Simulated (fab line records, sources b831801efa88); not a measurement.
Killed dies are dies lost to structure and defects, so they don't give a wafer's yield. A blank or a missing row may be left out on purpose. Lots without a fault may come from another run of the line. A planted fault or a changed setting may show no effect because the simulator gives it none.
One fault seen from 2 desks | flow sky130 | each desk has only its own numbers; what lay behind them comes last

THE TOOL OWNER'S DESK: litho_track-03
The tool's own readings at SKY_METAL3_SOFTBAKE_09 (time 90 s): means of the sampled wafers that have a number, for each lot that ran on this tool. A lot is out of limits, marked OUT, if its mean lies more than 4 standard deviations from the usual mean; the brackets give that distance.
Columns: A = heater_power_total_W at SKY_METAL3_SOFTBAKE_09, usual 57.36 W; B = plate_temp_C at SKY_METAL3_SOFTBAKE_09, usual 100.02 C
lot  | first seen here | A               | B
L799 | day 39 01:00    | 57.29           | 100.03
L803 | day 39 14:00    | 57.33           | 100.12
L809 | day 40 23:00    | 59.65 (+21) OUT | 103.15 (+21) OUT
L810 | day 41 06:00    | 59.73 (+22) OUT | 102.95 (+20) OUT
L820 | day 44 18:00    | 57.36           | 100.03
L821 | day 44 19:00    | 57.25           | 100.01
This desk's finding: out of limits on L809, L810; first on L809, day 40 23:00 (heater_power_total_W at SKY_METAL3_SOFTBAKE_09). In limits: L799, L803, L820, L821.

THE METROLOGY DESK
What the gauges read, lot by lot, whatever tool the lot ran on: means of the sampled wafers that have a number. A lot is out of limits, marked OUT, if its mean lies more than 4 standard deviations from the usual mean; the brackets give that distance.
Columns: A = cd_nm at SKY_CONTACT_CD_MEAS_14, usual 169.5 nm
lot  | first seen here | A
L799 | day 32 19:01    | 170.0
L800 | day 32 23:20    | 169.0
L803 | day 33 07:38    | 173.3
L808 | day 34 15:13    | 167.8
L809 | day 34 19:32    | 170.4
L810 | day 35 03:59    | 170.5
L816 | day 36 22:38    | 171.8
L818 | day 37 14:35    | 167.9
L819 | day 38 05:19    | 168.2
L820 | day 39 00:33    | 169.6
L821 | day 39 00:55    | 171.8
L822 | day 39 03:33    | 169.2
This desk's finding: nothing out of limits on any of the 12 lots.

PUT TOGETHER
The tool owner's desk could have raised an alarm at day 40 23:00, on L809, L810.
The metrology desk saw nothing out of limits.
The metrology desk has L809, L810 on record, within its limits.
Of the lots named, all ran SKY_METAL3_SOFTBAKE_09 on litho_track-03.

WHAT THE SIMULATOR HAD PUT IN
Process parameter drift: litho_track-03, from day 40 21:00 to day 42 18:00, at SKY_METAL3_SOFTBAKE_09. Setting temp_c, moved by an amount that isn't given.
Lots struck among those shown: L809, L810.
Hours from the fault's start to each desk's first reading out of limits: the tool owner's desk, 2.
